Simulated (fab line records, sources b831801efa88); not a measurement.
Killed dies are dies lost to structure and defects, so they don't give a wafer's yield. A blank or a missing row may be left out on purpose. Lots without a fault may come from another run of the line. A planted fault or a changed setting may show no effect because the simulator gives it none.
Which tool did it? | flow sky130 | 12 lots, 35 wafers sampled, at 5 steps of a route of 708

WHAT THE GAUGES READ, wafer by wafer
SKY_VIA3_THK_MEAS_01.
lot  | measured     | on            | VIA3_HDPCVD_THK (nm)
L439 | day 38 22:04 | film_metro-01 | 1626 1634 1629
L443 | day 40 01:11 | film_metro-03 | 1618 1599 1620
L444 | day 40 06:40 | film_metro-01 | 1630 1644 1618
L445 | day 40 12:05 | film_metro-01 | 1647 1635 1623
L446 | day 40 19:13 | film_metro-03 | 1655 1665 1632
L449 | day 41 17:37 | film_metro-01 | 1622 1622 1628
L450 | day 42 08:52 | film_metro-03 | 1637 1650 1665
L451 | day 42 08:13 | film_metro-01 | 1635 1630 1656
L457 | day 43 23:24 | film_metro-01 | 1658 1646 1644
L458 | day 44 00:12 | film_metro-01 | 1605 2046
L461 | day 44 17:13 | film_metro-03 | 1601 1609 2043
L462 | day 45 00:20 | film_metro-03 | 1665 1674 1667

SKY_VIA3_CD_MEAS_12: target cd 200 nm.
lot  | measured     | on        | cd_nm (nm)
L439 | day 39 22:53 | cd_sem-02 | 202.0 201.6 199.8
L443 | day 41 01:13 | cd_sem-01 | 201.2 202.8 204.2
L444 | day 41 06:59 | cd_sem-01 | 199.4 200.1 200.2
L445 | day 41 12:11 | cd_sem-01 | 198.9 198.5 197.6
L446 | day 41 19:08 | cd_sem-02 | 201.4 200.7 199.8
L449 | day 42 17:16 | cd_sem-02 | 199.2 198.5 198.8
L450 | day 43 08:11 | cd_sem-02 | 200.1 199.6 199.2
L451 | day 43 06:56 | cd_sem-01 | 198.0 199.2 200.2
L457 | day 44 21:28 | cd_sem-02 | 198.7 198.6 199.4
L458 | day 44 22:25 | cd_sem-01 | 200.9 202.4
L461 | day 45 14:53 | cd_sem-01 | 199.7 198.3 199.4
L462 | day 45 22:11 | cd_sem-02 | 198.8 198.8 199.7

WHICH TOOL RAN EACH LOT (tool, then ch and the chambers of the sampled wafers, then the start)
lot  | SKY_METAL2_SPUTTER_04        | SKY_METAL3_SPUTTER_00        | SKY_VIA3_HDPCVD_00
L439 | pvd_sputter-02, day 34 09:32 | pvd_sputter-03, day 36 16:20 | hdpcvd-01 ch 0,2, day 38 21:53
L443 | pvd_sputter-04, day 35 14:20 | pvd_sputter-03, day 37 21:40 | hdpcvd-01 ch 0,1, day 40 01:01
L444 | pvd_sputter-02, day 35 21:10 | pvd_sputter-03, day 38 04:20 | hdpcvd-01 ch 0,1, day 40 06:29
L445 | pvd_sputter-03, day 36 01:46 | pvd_sputter-02, day 38 09:07 | hdpcvd-02 ch 0,1,2, day 40 11:58
L446 | pvd_sputter-03, day 36 10:02 | pvd_sputter-03, day 38 17:25 | hdpcvd-02 ch 0,1,2, day 40 19:02
L449 | pvd_sputter-03, day 37 08:23 | pvd_sputter-01, day 39 14:32 | hdpcvd-01 ch 0,2, day 41 17:27
L450 | pvd_sputter-02, day 38 00:44 | pvd_sputter-02, day 40 07:05 | hdpcvd-02 ch 0,1, day 42 08:41
L451 | pvd_sputter-04, day 38 01:05 | pvd_sputter-02, day 40 06:33 | hdpcvd-01 ch 1,2, day 42 08:03
L457 | pvd_sputter-02, day 39 20:19 | pvd_sputter-03, day 41 23:38 | hdpcvd-02 ch 1,2, day 43 23:14
L458 | pvd_sputter-02, day 39 21:38 | pvd_sputter-03, day 42 01:06 | hdpcvd-01 ch 0,1, day 44 00:02
L461 | pvd_sputter-03, day 40 15:34 | pvd_sputter-02, day 42 17:45 | hdpcvd-01 ch 1,2, day 44 17:02
L462 | pvd_sputter-02, day 40 22:52 | pvd_sputter-03, day 43 01:09 | hdpcvd-02 ch 1,2, day 45 00:09
- SKY_METAL2_SPUTTER_04: material TiN, target thk 70 nm, time 58.3 s.
- SKY_METAL3_SPUTTER_00: material Ti, target thk 15 nm, time 10 s.
- SKY_VIA3_HDPCVD_00: deposits SiO2, target thk 1635 nm, time 272.5 s.

WHAT THE TOOLS THEMSELVES READ (means of the sampled wafers that have a number; where no wafer has one, the mark that the record gives instead)
SKY_METAL2_SPUTTER_04.
lot  | tool           | throttle_valve_pct (%)
L439 | pvd_sputter-02 | 30.4
L443 | pvd_sputter-04 | 30.1
L444 | pvd_sputter-02 | 30.6
L445 | pvd_sputter-03 | 31.2
L446 | pvd_sputter-03 | 29.6
L449 | pvd_sputter-03 | 30.5
L450 | pvd_sputter-02 | 30.5
L451 | pvd_sputter-04 | 29.8
L457 | pvd_sputter-02 | 30.7
L458 | pvd_sputter-02 | 30.3
L461 | pvd_sputter-03 | 31.3
L462 | pvd_sputter-02 | 30.3

SKY_METAL3_SPUTTER_00.
lot  | tool           | throttle_valve_pct (%)
L439 | pvd_sputter-03 | 30.2
L443 | pvd_sputter-03 | 30.5
L444 | pvd_sputter-03 | 29.9
L445 | pvd_sputter-02 | 30.5
L446 | pvd_sputter-03 | 31.3
L449 | pvd_sputter-01 | 29.8
L450 | pvd_sputter-02 | 30.6
L451 | pvd_sputter-02 | 30.5
L457 | pvd_sputter-03 | 30.7
L458 | pvd_sputter-03 | 30.4
L461 | pvd_sputter-02 | 30.3
L462 | pvd_sputter-03 | 30.3

SKY_VIA3_HDPCVD_00.
lot  | tool      | pressure_mtorr (mTorr) | run_length_s (s) | susceptor_temp_C (C)
L439 | hdpcvd-01 | 6.002                  | 300.4            | 399.98
L443 | hdpcvd-01 | 6.004                  | 300.3            | 399.86
L444 | hdpcvd-01 | 5.987                  | 300.0            | 399.93
L445 | hdpcvd-02 | 6.007                  | 300.4            | 399.85
L446 | hdpcvd-02 | 6.005                  | 300.7            | 399.93
L449 | hdpcvd-01 | 5.994                  | 300.8            | 400.11
L450 | hdpcvd-02 | 5.984                  | 300.8            | 400.11
L451 | hdpcvd-01 | 5.998                  | 300.3            | 399.93
L457 | hdpcvd-02 | 5.995                  | 300.6            | 400.09
L458 | hdpcvd-01 | 5.990                  | 336.3            | 400.02
L461 | hdpcvd-01 | 5.999                  | 324.5            | 399.98
L462 | hdpcvd-02 | 5.990                  | 300.6            | 400.03

THE ANSWER, worked out from the rows above alone
Rule: what is usual is taken from the lots themselves. Put in order of their means at a reading, lots are off if they are a third of the lots or fewer, leave a main group of 4 or more, and stand apart from it by a gap of 3 or more times the standard deviation of the main group's means; of several such gaps the widest counts. A main group whose means are all the same, to the digits that the tables above print for the reading, isn't used. A lot without any number at a reading at which 4 lots or more have one is off too. The other lots that the step has rows for count as sound. The gauges are gone through in route order, then the tools' own readings, and for those a lot's mean is taken as printed above. The first step at which some lot is off is used, and at that step the reading that is off furthest; a lot without a number counts as furthest.
Off: L458, L461, at SKY_VIA3_THK_MEAS_01 (VIA3_HDPCVD_THK). The main group: mean 1639 nm, standard deviation 15.
A tool fits if, at a process step before that reading, it ran every lot that is off, and no sound lot after the first of them. The gauges at SKY_VIA3_THK_MEAS_01 aren't tried: what is off there is off at SKY_VIA3_HDPCVD_00 too, on other tools, and a gauge's error can't cause that. One fits: hdpcvd-01 at SKY_VIA3_HDPCVD_00. Its last sound lot is L451 (day 42 08:03), its first lot that is off L458 (day 44 00:02): a fault that began between those two fits.
The tool's own readings at SKY_VIA3_HDPCVD_00 bear it out: on the lots that are off they differ by more than 5 times the standard deviation of the sound lots' means. run_length_s reads 330.4 s there against 300.5 s on the sound lots.

WHAT THE SIMULATOR HAD PUT IN
Process parameter drift: hdpcvd-01, from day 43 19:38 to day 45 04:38, at SKY_VIA3_HDPCVD_00. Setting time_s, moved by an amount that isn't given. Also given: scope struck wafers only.
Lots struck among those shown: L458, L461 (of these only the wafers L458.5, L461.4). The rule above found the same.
